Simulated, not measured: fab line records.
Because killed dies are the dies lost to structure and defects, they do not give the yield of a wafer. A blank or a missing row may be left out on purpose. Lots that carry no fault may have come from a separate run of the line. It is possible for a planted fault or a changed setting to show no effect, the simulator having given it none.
fab line records	flow sky130
record lots=13	wafers=39	lastDay=50
route steps=708 shown FIELD_ISO@15 NWELL@76 PWDE@84 VT_ADJUST_NCORE@126 PAD_OPEN@708
lots that met no fault: taken from a fault-free run of the same line
startH: hours from the record's first day to the start of the lot's first wafer shown	waitH: hours from the lot's prior step to this one	" identical to the entry in the row above	L1.1+2: a row that stands for several wafers	- no value, or no start was given	* or withheld: withheld	< > ~ a bound
route shown NAME@n: names a module that has steps shown in the file, with the first one's number in the route	usual: the fault-free wafers' mean and standard deviation	same: alike in all rows	chamber/n: place in a boat	sites: per-site readings	_std_site: standard deviation across them	_edge_site: the outer-site mean with the inner-site mean subtracted	radiusMm: for every site, how far away it sits from the centre of the wafer	mask NAME#n: copy n	behind: the last tool/chamber to shape the wafer	hold: why the lot was held/for how many hours/how that ended	device: the n, p or np transistor that did not switch	end of line: tests run on the same wafers once the route is complete	for a step that has no rows: nothing shown but its recipe	killed: at the first sort, the dies lost to defects and structure; wafer yield is something else	map: a wafer's dies, x killed, . not, _ none there
set.NAME: the setting as run; set.NAME@STEP: as run at that earlier step	model.NAME: the simulator's own value behind a step, which no gauge read
the route's steps for a sample of lots (tables are steps, rows are wafers)
services: the hour from which a tool's chamber was out of use, counted from the record's first day as startH (under 0 if before that day), plus the number of hours and why
## steps
# step SKY_FIELD_ISO_ETCH_14
# recipe chemistry=N2/H2	target=BARC	ionEnergyEv=200	sourceW=500	biasW=100	pressureMtorr=30	n2FlowSccm=100	h2FlowSccm=200	stopOn=SiO2	timeS=45.9	targetDepthA=600
# usual drypumpMotorCurrentA=5.6/0.5	h2FlowSccm=199.9/0.56	oesProductAu=0.855/0.0052	rfFwdPowerW=494.5/2.2	throttleValvePct=13.225/0.0093
# same timeS=45.9
lot.wafer	tool	chamber	startH	waitH	drypumpMotorCurrentA	h2FlowSccm	oesProductAu	rfFwdPowerW	rfHoursCounterH	throttleValvePct
L425.2	rieDiel-01	2	28.60	0.1	5.4	199.4	0.853	491.3	87	13.231
L425.3	"	3	"	"	6.2	201.2	0.856	495.7	7	13.233
L425.5	"	1	"	"	5.0	199.9	0.861	491.0	-	13.226
L426.2	rieDiel-03	3	33.04	0.1	5.5	199.7	0.858	493.0	158	13.234
L426.4	"	1	"	"	5.6	200.2	0.864	496.4	94	13.218
L426.5	"	3	"	"	5.5	200.1	0.854	492.3	-	13.226
L427.1	rieDiel-03	1	40.37	0.1	5.5	199.3	0.849	494.4	95	13.215
L427.4	"	2	"	"	5.1	199.8	0.845	492.2	91	13.222
L427.5	"	2	"	"	5.1	200.5	0.862	492.4	-	13.232
L428.1	rieDiel-03	2	45.58	0.1	5.1	198.8	0.857	494.4	91	13.207
L428.2	"	3	"	"	5.5	200.3	0.857	493.8	158	13.229
L428.3	"	0	"	"	6.6	200.0	0.859	492.8	5	13.226
L431.2	rieDiel-01	2	58.98	0.1	5.4	200.8	0.851	491.4	87	13.235
L431.5	"	3	"	"	6.2	200.5	0.858	493.3	-	13.240
L431.6	"	0	"	"	5.5	200.1	0.861	497.4	-	13.217
L432.2	rieDiel-01	2	64.07	0.1	5.5	200.2	0.854	493.7	87	13.230
L432.4	"	0	"	"	5.5	200.7	0.853	499.0	52	13.215
L432.6	"	2	"	"	5.5	200.4	0.859	492.6	-	13.216
L433.1	rieDiel-03	3	72.19	0.1	5.5	199.6	0.858	493.7	158	13.218
L433.2	"	1	"	"	5.6	199.6	0.853	493.7	95	13.217
L433.3	"	2	"	"	5.1	200.4	0.856	490.2	91	13.221
L434.1	rieDiel-03	1	77.37	0.1	5.5	198.9	0.855	496.4	95	13.237
L434.4	"	3	"	"	5.5	199.4	0.862	494.8	158	13.218
L434.5	"	1	"	"	5.5	199.9	0.860	497.5	-	13.225
L437.1	rieDiel-03	2	90.92	0.1	5.1	200.4	0.861	493.3	92	13.219
L437.2	"	1	"	"	5.5	198.6	0.850	495.2	96	13.228
L437.4	"	3	"	"	5.5	200.6	0.851	494.3	159	13.232
L439.1	rieDiel-01	3	102.22	0.1	6.2	200.9	0.849	495.5	8	13.220
L439.5	"	0	"	"	5.6	200.8	0.848	496.4	-	13.217
L439.6	"	3	"	"	6.2	199.2	0.847	495.3	-	13.249
L440.2	rieDiel-04	1	106.83	0.1	5.4	200.2	0.851	496.0	123	13.207
L440.4	"	2	"	"	5.2	199.1	0.847	493.5	84	13.211
L440.5	"	3	"	"	5.3	199.6	0.856	497.6	-	13.220
L441.1	rieDiel-01	0	111.64	0.1	5.6	200.2	0.855	496.9	52	13.213
L441.2	"	2	"	"	5.5	200.3	0.858	491.6	88	13.201
L441.6	"	3	"	"	6.2	200.6	0.855	495.3	-	13.218
L444.1	rieDiel-03	0	126.49	0.1	6.6	200.9	0.853	571.6	7	13.237
L444.4	"	0	"	"	6.6	200.3	0.851	572.5	-	13.235
L444.5	"	2	"	"	5.1	199.7	0.858	497.8	-	13.203
# step SKY_NWELL_OVL_MEAS_23
# usual NWELL_01_OVL=-0.9/1.3
lot.wafer	tool	chamber	startH	waitH	NWELL_01_OVL[nm]
L425.2	overlay-02	-	100.27	-	0.0
L425.3	"	-	"	"	-0.6
L425.5	"	-	"	"	0.0
L426.2	overlay-02	-	102.22	-	0.3
L426.4	"	-	"	"	-2.3
L426.5	"	-	"	"	-0.1
L427.1	overlay-02	-	114.91	-	-0.3
L427.4	"	-	"	"	1.8
L427.5	"	-	"	"	1.2
L428.1	overlay-02	-	129.30	-	0.5
L428.2	"	-	"	"	1.7
L428.3	"	-	"	"	0.4
L431.2	overlay-02	-	141.81	-	-1.3
L431.5	"	-	"	"	-2.1
L431.6	"	-	"	"	-1.6
L432.2	overlay-02	-	147.37	-	0.1
L432.4	"	-	"	"	-1.0
L432.6	"	-	"	"	-0.5
L433.1	overlay-01	-	154.46	-	-0.7
L433.2	"	-	"	"	-2.2
L433.3	"	-	"	"	-1.8
L434.1	overlay-01	-	157.65	-	-0.1
L434.4	"	-	"	"	0.0
L434.5	"	-	"	"	0.4
L437.1	overlay-01	-	177.01	-	-2.0
L437.2	"	-	"	"	-2.2
L437.4	"	-	"	"	-1.9
L439.1	overlay-02	-	186.01	-	0.5
L439.5	"	-	"	"	-0.7
L439.6	"	-	"	"	-0.7
L440.2	overlay-02	-	191.52	-	-1.6
L440.4	"	-	"	"	-1.2
L440.5	"	-	"	"	-1.2
L441.1	overlay-02	-	198.76	-	0.0
L441.2	"	-	"	"	-1.9
L441.6	"	-	"	"	-0.9
L444.1	overlay-01	-	221.66	-	-2.6
L444.4	"	-	"	"	-2.6
L444.5	"	-	"	"	-3.0
# step SKY_NWELL_RS_MEAS_31
# recipe thkMeasGauge=four-point-probe
# usual PWDE_RS=5284/17
lot.wafer	tool	chamber	startH	waitH	PWDE_RS[ohm/sq]
L425.2	filmMetro-03	-	101.03	0.1	5275
L425.3	"	-	"	"	5271
L425.5	"	-	"	"	5274
L426.2	filmMetro-03	-	102.99	0.1	5302
L426.4	"	-	"	"	5316
L426.5	"	-	"	"	5314
L427.1	filmMetro-03	-	115.65	0.1	5275
L427.4	"	-	"	"	5270
L427.5	"	-	"	"	5289
L428.1	filmMetro-02	-	130.04	0.1	5281
L428.2	"	-	"	"	5283
L428.3	"	-	"	"	5275
L431.2	filmMetro-03	-	142.56	0.1	5237
L431.5	"	-	"	"	5271
L431.6	"	-	"	"	5272
L432.2	filmMetro-02	-	148.12	0.1	5292
L432.4	"	-	"	"	5286
L432.6	"	-	"	"	5280
L433.1	filmMetro-02	-	155.20	0.1	5298
L433.2	"	-	"	"	5281
L433.3	"	-	"	"	5266
L434.1	filmMetro-03	-	158.39	0.1	5281
L434.4	"	-	"	"	5286
L434.5	"	-	"	"	5280
L437.1	filmMetro-04	-	177.75	0.1	5303
L437.2	"	-	"	"	5279
L437.4	"	-	"	"	5281
L439.1	filmMetro-03	-	186.75	0.1	5276
L439.5	"	-	"	"	5284
L439.6	"	-	"	"	5252
L440.2	filmMetro-02	-	192.27	0.1	5301
L440.4	"	-	"	"	5307
L440.5	"	-	"	"	5316
L441.1	filmMetro-04	-	199.50	0.1	5267
L441.2	"	-	"	"	5290
L441.6	"	-	"	"	5280
L444.1	filmMetro-04	-	222.40	0.1	5302
L444.4	"	-	"	"	5271
L444.5	"	-	"	"	5299
# step SKY_VT_ADJUST_NCORE_CD_MEAS_07
# recipe targetCdNm=380
# usual cdNm=379.3/2.7
lot.wafer	tool	chamber	startH	waitH	cdNm
L425.2	cdSem-02	-	177.33	0.1	379.6
L425.3	"	-	"	"	380.0
L425.5	"	-	"	"	380.8
L426.2	cdSem-01	-	178.64	0.1	386.6
L426.4	"	-	"	"	386.2
L426.5	"	-	"	"	387.1
L427.1	cdSem-01	-	193.82	0.1	378.3
L427.4	"	-	"	"	379.3
L427.5	"	-	"	"	378.5
L428.1	cdSem-01	-	211.81	0.1	378.2
L428.2	"	-	"	"	374.0
L428.3	"	-	"	"	374.8
L431.2	cdSem-02	-	224.63	0.1	380.3
L431.5	"	-	"	"	381.0
L431.6	"	-	"	"	381.5
L432.2	cdSem-01	-	231.13	0.1	378.6
L432.4	"	-	"	"	379.1
L432.6	"	-	"	"	378.1
L433.1	cdSem-01	-	240.16	0.1	379.7
L433.2	"	-	"	"	379.6
L433.3	"	-	"	"	378.4
L434.1	cdSem-02	-	243.31	0.1	380.2
L434.4	"	-	"	"	378.3
L434.5	"	-	"	"	380.9
L437.1	cdSem-02	-	265.02	0.1	379.9
L437.2	"	-	"	"	379.1
L437.4	"	-	"	"	379.4
L439.1	cdSem-01	-	275.51	0.1	376.6
L439.5	"	-	"	"	374.7
L439.6	"	-	"	"	376.6
L440.2	cdSem-02	-	281.39	0.1	381.7
L440.4	"	-	"	"	381.6
L440.5	"	-	"	"	383.0
L441.1	cdSem-01	-	291.57	0.1	379.7
L441.2	"	-	"	"	379.8
L441.6	"	-	"	"	381.1
L444.1	cdSem-02	-	318.98	0.1	375.0
L444.4	"	-	"	"	378.3
L444.5	"	-	"	"	378.5
# step SKY_PAD_OPEN_PROBE_99
# usual killed_at_M0_to_M3=43/6.6	killed_at_M4_up=3.0/1.8	killedAtContacts=24/5.1	killedAtFrontEnd=16/4.5	killedAtOther=0.3/0.67	killedDies=86/9.3	killedOpen=47/6.9	killedShort=39/6.6
# same grossDies=492	killedAtBackSide=0
lot.wafer	tool	chamber	startH	waitH	killed_at_M0_to_M3	killed_at_M4_up	killedAtContacts	killedAtFrontEnd	killedAtOther	killedDies	killedOpen	killedShort
L426.2	prober-02	-	1065.03	0.1	38	2	32	15	0	87	46	40
L426.4	prober-02	-	1065.13	0.2	56	6	22	17	0	101	45	55
L426.5	prober-02	-	1065.18	0.2	51	4	23	18	0	96	42	53
L425.2	prober-01	-	1069.13	0.1	47	5	12	13	0	77	45	32
L425.3	prober-01	-	1069.18	0.2	43	8	19	14	0	84	47	37
L425.5	prober-01	-	1069.28	0.2	37	2	19	13	0	71	36	35
L427.1	prober-02	-	1081.23	0.1	44	5	25	8	0	82	54	26
L427.4	prober-02	-	1081.38	0.2	40	2	17	19	0	78	38	38
L427.5	prober-02	-	1081.43	0.2	46	3	20	15	1	85	47	38
L428.1	prober-01	-	1095.39	0.1	34	2	24	18	1	79	48	31
L428.2	prober-01	-	1095.44	0.1	50	0	23	12	2	87	49	35
L428.3	prober-01	-	1095.49	0.2	43	6	25	20	1	95	54	39
L431.2	prober-02	-	1108.08	0.1	41	2	20	15	2	80	39	41
L431.5	prober-02	-	1108.23	0.2	50	4	17	17	0	88	46	41
L431.6	prober-02	-	1108.28	0.2	47	3	27	14	0	91	54	37
L432.2	prober-01	-	1115.05	0.1	40	4	14	23	0	81	50	29
L432.4	prober-01	-	1115.15	0.2	28	1	26	21	1	77	38	39
L432.6	prober-01	-	1115.25	0.2	46	1	25	18	0	90	47	43
L433.1	prober-02	-	1118.59	0.1	34	6	18	15	0	73	37	36
L433.2	prober-02	-	1118.64	0.1	38	5	33	25	0	101	47	54
L433.3	prober-02	-	1118.69	0.2	52	1	20	11	0	84	39	45
L434.1	prober-01	-	1126.96	0.1	37	2	35	9	0	83	49	33
L434.4	prober-01	-	1127.11	0.2	38	3	25	17	1	84	42	42
L434.5	prober-01	-	1127.16	0.2	45	1	26	15	0	87	46	41
L437.1	prober-02	-	1147.89	0.1	51	3	19	14	0	87	38	49
L437.2	prober-02	-	1147.94	0.1	43	5	22	8	0	78	45	33
L437.4	prober-02	-	1148.04	0.2	44	2	23	11	0	80	51	28
L439.1	prober-02	-	1152.44	0.1	38	4	25	14	0	81	49	32
L439.5	prober-02	-	1152.64	0.2	45	1	21	17	0	84	49	34
L439.6	prober-02	-	1152.69	0.2	51	2	23	16	0	92	51	41
L440.2	prober-01	-	1155.43	0.1	43	3	36	22	1	105	66	38
L440.4	prober-01	-	1155.53	0.2	52	3	25	30	0	110	56	54
L440.5	prober-01	-	1155.58	0.2	46	0	24	25	0	95	43	52
L441.1	prober-02	-	1165.54	0.1	41	4	19	9	0	73	45	28
L441.2	prober-02	-	1165.59	0.1	50	7	19	14	0	90	42	48
L441.6	prober-02	-	1165.79	0.2	50	4	25	11	1	91	53	38
L444.1	prober-01	-	1188.73	0.1	39	0	22	21	0	82	47	35
L444.4	prober-01	-	1188.88	0.2	40	5	21	17	1	84	49	35
L444.5	prober-01	-	1188.93	0.2	41	6	21	21	1	90	57	33
# killed by level:class
L426.2 LI_CONTACT:geometricParticle:open=9 VIA1:geometricParticle:open=9 LOCAL_INTERCONNECT:geometricParticle:short=8 CONTACT:geometricParticle:short=7 CONTACT:geometricParticle:open=6 VIA3:geometricParticle:open=6 FIELD_ISO:geometricParticle:open=5 METAL1:geometricParticle:short=5
L426.4 VIA1:geometricParticle:open=12 METAL1:geometricParticle:short=9 CONTACT:geometricParticle:open=7 POLY_GATE:geometricParticle:short=6 VIA2:geometricParticle:short=6 LI_CONTACT:geometricParticle:open=6 VIA2:geometricParticle:open=6 VIA3:geometricParticle:short=6
L426.5 VIA1:geometricParticle:open=13 METAL2:geometricParticle:short=8 CONTACT:geometricParticle:open=7 POLY_GATE:geometricParticle:short=6 VIA2:geometricParticle:open=6 VIA3:geometricParticle:short=6 CONTACT:geometricParticle:short=5 VIA1:geometricParticle:short=5
L425.2 VIA1:geometricParticle:open=14 LI_CONTACT:geometricParticle:open=7 VIA3:geometricParticle:open=7 VIA2:geometricParticle:open=6 METAL1:geometricParticle:short=5 VIA1:geometricParticle:short=5 POLY_GATE:geometricParticle:short=4 METAL4:geometricParticle:short=4
L425.3 CONTACT:geometricParticle:open=10 VIA1:geometricParticle:open=9 VIA2:geometricParticle:open=8 METAL1:geometricParticle:short=7 METAL4:geometricParticle:short=6 LI_CONTACT:geometricParticle:open=5 METAL2:geometricParticle:short=4 VIA3:geometricParticle:open=4
L425.5 VIA1:geometricParticle:open=9 VIA3:geometricParticle:open=7 METAL1:geometricParticle:short=6 LOCAL_INTERCONNECT:geometricParticle:short=5 CONTACT:geometricParticle:open=5 FIELD_ISO:geometricParticle:short=4 CONTACT:geometricParticle:short=4 POLY_GATE:geometricParticle:open=3
L427.1 CONTACT:geometricParticle:open=10 VIA2:geometricParticle:open=9 VIA3:geometricParticle:open=9 VIA1:geometricParticle:open=8 LI_CONTACT:geometricParticle:open=6 LOCAL_INTERCONNECT:geometricParticle:short=6 FIELD_ISO:geometricParticle:open=3 VIA1:geometricParticle:short=3
L427.4 VIA1:geometricParticle:open=8 FIELD_ISO:geometricParticle:short=7 VIA3:geometricParticle:open=6 FIELD_ISO:geometricParticle:open=5 LI_CONTACT:geometricParticle:open=5 VIA2:geometricParticle:open=5 VIA3:geometricParticle:short=5 CONTACT:geometricParticle:open=4
L427.5 VIA1:geometricParticle:open=16 METAL1:geometricParticle:short=8 LI_CONTACT:geometricParticle:open=7 VIA2:geometricParticle:open=6 FIELD_ISO:geometricParticle:open=5 CONTACT:geometricParticle:open=5 METAL2:geometricParticle:short=5 FIELD_ISO:geometricParticle:short=3
L428.1 CONTACT:geometricParticle:open=13 VIA1:geometricParticle:open=8 POLY_GATE:geometricParticle:open=6 VIA2:geometricParticle:open=6 METAL1:geometricParticle:short=5 FIELD_ISO:geometricParticle:short=4 LI_CONTACT:geometricParticle:open=4 VIA3:geometricParticle:open=4
L428.2 VIA1:geometricParticle:open=14 CONTACT:geometricParticle:open=10 VIA2:geometricParticle:open=9 LI_CONTACT:geometricParticle:open=7 METAL1:geometricParticle:short=7 VIA1:geometricParticle:short=6 VIA3:geometricParticle:open=5 FIELD_ISO:geometricParticle:short=4
L428.3 CONTACT:geometricParticle:open=10 VIA1:geometricParticle:open=10 CONTACT:geometricParticle:short=8 METAL1:geometricParticle:short=8 POLY_GATE:geometricParticle:open=7 FIELD_ISO:geometricParticle:open=6 VIA3:geometricParticle:open=6 METAL4:geometricParticle:short=5
L431.2 CONTACT:geometricParticle:open=9 VIA2:geometricParticle:open=9 METAL1:geometricParticle:short=6 VIA1:geometricParticle:open=6 POLY_GATE:geometricParticle:short=5 LI_CONTACT:geometricParticle:open=4 METAL2:geometricParticle:short=4 VIA1:geometricParticle:short=4
L431.5 VIA1:geometricParticle:open=13 VIA3:geometricParticle:open=8 POLY_GATE:geometricParticle:short=6 CONTACT:geometricParticle:open=6 VIA1:geometricParticle:short=6 VIA2:geometricParticle:open=6 METAL1:geometricParticle:short=5 CONTACT:geometricParticle:short=5
L431.6 VIA1:geometricParticle:open=10 CONTACT:geometricParticle:open=8 VIA3:geometricParticle:open=8 LI_CONTACT:geometricParticle:open=6 CONTACT:geometricParticle:short=5 VIA2:geometricParticle:open=5 METAL3:geometricParticle:short=5 FIELD_ISO:geometricParticle:open=4
L432.2 VIA1:geometricParticle:open=11 VIA2:geometricParticle:open=7 CONTACT:geometricParticle:open=7 VIA3:geometricParticle:open=7 FIELD_ISO:geometricParticle:short=6 FIELD_ISO:geometricParticle:open=5 POLY_GATE:geometricParticle:open=5 METAL1:geometricParticle:short=5
L432.4 CONTACT:geometricParticle:short=11 VIA1:geometricParticle:open=9 FIELD_ISO:geometricParticle:short=8 CONTACT:geometricParticle:open=8 FIELD_ISO:geometricParticle:open=6 POLY_GATE:geometricParticle:open=4 LI_CONTACT:geometricParticle:open=4 METAL2:geometricParticle:short=4
L432.6 CONTACT:geometricParticle:open=11 VIA2:geometricParticle:open=11 LOCAL_INTERCONNECT:geometricParticle:short=7 FIELD_ISO:geometricParticle:open=6 VIA2:geometricParticle:short=6 VIA1:geometricParticle:open=5 VIA1:geometricParticle:short=5 METAL2:geometricParticle:short=5
L433.1 VIA1:geometricParticle:open=7 CONTACT:geometricParticle:open=6 VIA3:geometricParticle:short=6 FIELD_ISO:geometricParticle:short=5 VIA2:geometricParticle:open=5 METAL4:geometricParticle:short=5 FIELD_ISO:geometricParticle:open=4 LI_CONTACT:geometricParticle:short=4
L433.2 CONTACT:geometricParticle:open=11 LI_CONTACT:geometricParticle:open=8 CONTACT:geometricParticle:short=7 METAL2:geometricParticle:short=7 FIELD_ISO:geometricParticle:open=6 POLY_GATE:geometricParticle:short=6 VIA1:geometricParticle:short=6 VIA2:geometricParticle:open=6
L433.3 VIA1:geometricParticle:open=10 CONTACT:geometricParticle:short=6 VIA2:geometricParticle:open=6 VIA1:geometricParticle:short=6 METAL2:geometricParticle:short=6 METAL3:geometricParticle:short=6 VIA3:geometricParticle:open=5 LI_CONTACT:geometricParticle:open=4
L434.1 LI_CONTACT:geometricParticle:open=12 CONTACT:geometricParticle:open=9 METAL1:geometricParticle:short=8 VIA1:geometricParticle:open=8 VIA2:geometricParticle:open=6 CONTACT:geometricParticle:short=5 FIELD_ISO:geometricParticle:open=4 LOCAL_INTERCONNECT:geometricParticle:short=4
L434.4 VIA1:geometricParticle:open=9 FIELD_ISO:geometricParticle:short=8 CONTACT:geometricParticle:open=6 LI_CONTACT:geometricParticle:short=5 LOCAL_INTERCONNECT:geometricParticle:short=5 VIA1:geometricParticle:short=5 METAL2:geometricParticle:short=5 VIA2:geometricParticle:open=5
L434.5 VIA1:geometricParticle:open=11 LI_CONTACT:geometricParticle:open=8 CONTACT:geometricParticle:open=8 FIELD_ISO:geometricParticle:short=5 METAL2:geometricParticle:open=5 CONTACT:geometricParticle:short=5 METAL2:geometricParticle:short=5 POLY_GATE:geometricParticle:short=4
L437.1 VIA1:geometricParticle:open=14 CONTACT:geometricParticle:open=9 METAL2:geometricParticle:short=8 VIA1:geometricParticle:short=7 POLY_GATE:geometricParticle:short=6 METAL1:geometricParticle:short=6 VIA3:geometricParticle:open=5 CONTACT:geometricParticle:short=5
L437.2 VIA1:geometricParticle:open=13 METAL2:geometricParticle:short=9 LI_CONTACT:geometricParticle:open=8 CONTACT:geometricParticle:open=8 VIA3:geometricParticle:open=5 METAL4:geometricParticle:short=4 FIELD_ISO:geometricParticle:short=3 POLY_GATE:geometricParticle:short=3
L437.4 VIA1:geometricParticle:open=13 CONTACT:geometricParticle:open=11 LI_CONTACT:geometricParticle:open=8 METAL1:geometricParticle:short=7 VIA3:geometricParticle:open=7 METAL2:geometricParticle:short=5 VIA2:geometricParticle:open=3 VIA1:geometricParticle:short=3
L439.1 CONTACT:geometricParticle:open=10 VIA1:geometricParticle:open=9 VIA2:geometricParticle:open=9 VIA3:geometricParticle:open=8 LI_CONTACT:geometricParticle:open=7 FIELD_ISO:geometricParticle:short=5 POLY_GATE:geometricParticle:short=4 CONTACT:geometricParticle:short=4
L439.5 VIA1:geometricParticle:open=13 CONTACT:geometricParticle:open=7 VIA2:geometricParticle:open=7 LI_CONTACT:geometricParticle:open=5 POLY_GATE:geometricParticle:short=5 CONTACT:geometricParticle:short=5 METAL1:geometricParticle:short=5 VIA3:geometricParticle:open=5
L439.6 CONTACT:geometricParticle:open=13 VIA2:geometricParticle:open=10 VIA3:geometricParticle:open=7 VIA1:geometricParticle:short=7 POLY_GATE:geometricParticle:short=6 METAL1:geometricParticle:short=6 LI_CONTACT:geometricParticle:open=5 VIA1:geometricParticle:open=5
L440.2 CONTACT:geometricParticle:open=14 VIA1:geometricParticle:open=11 LI_CONTACT:geometricParticle:open=8 CONTACT:geometricParticle:short=8 METAL2:geometricParticle:short=7 VIA3:geometricParticle:open=7 POLY_GATE:geometricParticle:open=6 VIA2:geometricParticle:open=6
L440.4 VIA1:geometricParticle:open=12 FIELD_ISO:geometricParticle:short=8 POLY_GATE:geometricParticle:short=8 CONTACT:geometricParticle:open=8 VIA3:geometricParticle:open=8 LOCAL_INTERCONNECT:geometricParticle:short=6 VIA2:geometricParticle:open=6 POLY_GATE:geometricParticle:open=5
L440.5 METAL2:geometricParticle:short=10 CONTACT:geometricParticle:open=10 METAL1:geometricParticle:short=8 FIELD_ISO:geometricParticle:short=7 FIELD_ISO:geometricParticle:open=7 VIA3:geometricParticle:open=7 LI_CONTACT:geometricParticle:open=6 METAL3:geometricParticle:short=6
L441.1 CONTACT:geometricParticle:open=10 VIA3:geometricParticle:open=8 VIA1:geometricParticle:open=7 VIA2:geometricParticle:short=6 FIELD_ISO:geometricParticle:open=5 LI_CONTACT:geometricParticle:open=4 METAL2:geometricParticle:short=4 VIA2:geometricParticle:open=4
L441.2 METAL1:geometricParticle:short=10 VIA1:geometricParticle:open=10 LI_CONTACT:geometricParticle:open=7 POLY_GATE:geometricParticle:short=6 VIA1:geometricParticle:short=6 METAL4:geometricParticle:short=6 CONTACT:geometricParticle:open=5 VIA2:geometricParticle:open=5
L441.6 VIA1:geometricParticle:open=13 CONTACT:geometricParticle:open=8 METAL2:geometricParticle:short=7 LOCAL_INTERCONNECT:geometricParticle:short=7 METAL1:geometricParticle:short=7 VIA2:geometricParticle:open=7 VIA3:geometricParticle:open=7 LI_CONTACT:geometricParticle:open=6
L444.1 LI_CONTACT:geometricParticle:open=8 VIA1:geometricParticle:open=8 CONTACT:geometricParticle:open=7 VIA1:geometricParticle:short=6 FIELD_ISO:geometricParticle:open=5 POLY_GATE:geometricParticle:short=5 POLY_GATE:geometricParticle:open=5 METAL1:geometricParticle:short=4
L444.4 VIA1:geometricParticle:open=11 CONTACT:geometricParticle:open=8 VIA2:geometricParticle:open=7 VIA3:geometricParticle:open=6 FIELD_ISO:geometricParticle:short=5 METAL2:geometricParticle:short=5 LOCAL_INTERCONNECT:geometricParticle:short=5 METAL3:geometricParticle:short=5
L444.5 VIA1:geometricParticle:open=14 VIA2:geometricParticle:open=10 POLY_GATE:geometricParticle:open=7 LOCAL_INTERCONNECT:geometricParticle:short=6 CONTACT:geometricParticle:open=6 CONTACT:geometricParticle:short=5 VIA2:geometricParticle:short=5 VIA3:geometricParticle:open=5
## services
tool	chamber	startH	hours	kind
rieDiel-01	2	50.19	8.4	repair
rieDiel-01	2	65.04	7.0	repair
rieDiel-04	3	74.89	2.5	repair
rieDiel-04	0	76.01	19.0	repair
rieDiel-04	1	80.61	5.3	repair
rieDiel-04	3	92.66	8.0	repair
rieDiel-04	-	120.28	0.5	repair
rieDiel-03	3	125.26	-	clean
rieDiel-03	3	125.26	18.0	scheduledDown
rieDiel-03	3	125.26	18.0	ventCycle
## key
firstSign step=SKY_FIELD_ISO_ETCH_14	reading=rfFwdPowerW	direction=up	sigmas=36	usual=494.5	struck=572.0
effect none on later readings
metAt SKY_FIELD_ISO_ETCH_14
struckLots L444
struckWafers L444.1,L444.4
testerLeftOut L444
notActingAt SKY_NWELL_OVL_MEAS_23,SKY_NWELL_RS_MEAS_31,SKY_VT_ADJUST_NCORE_CD_MEAS_07
onsetBetween 45.58 126.49
fault kind=processParameterDrift	tool=rieDiel-03	chamber=0	onsetH=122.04	steps=SKY_FIELD_ISO_ETCH_14	channel=sourceW	offset=80	shape=step	endH=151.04	actsIn=theseRecipesOnly	stated=500
# testerLeftOut: of these lots the tester's yield and bins aren't shown, on N5 and GAA mostly nor the transistor test; their killed dies are dies lost to structure and defects alone, not to doping, threshold or leakage, so they don't give the yield
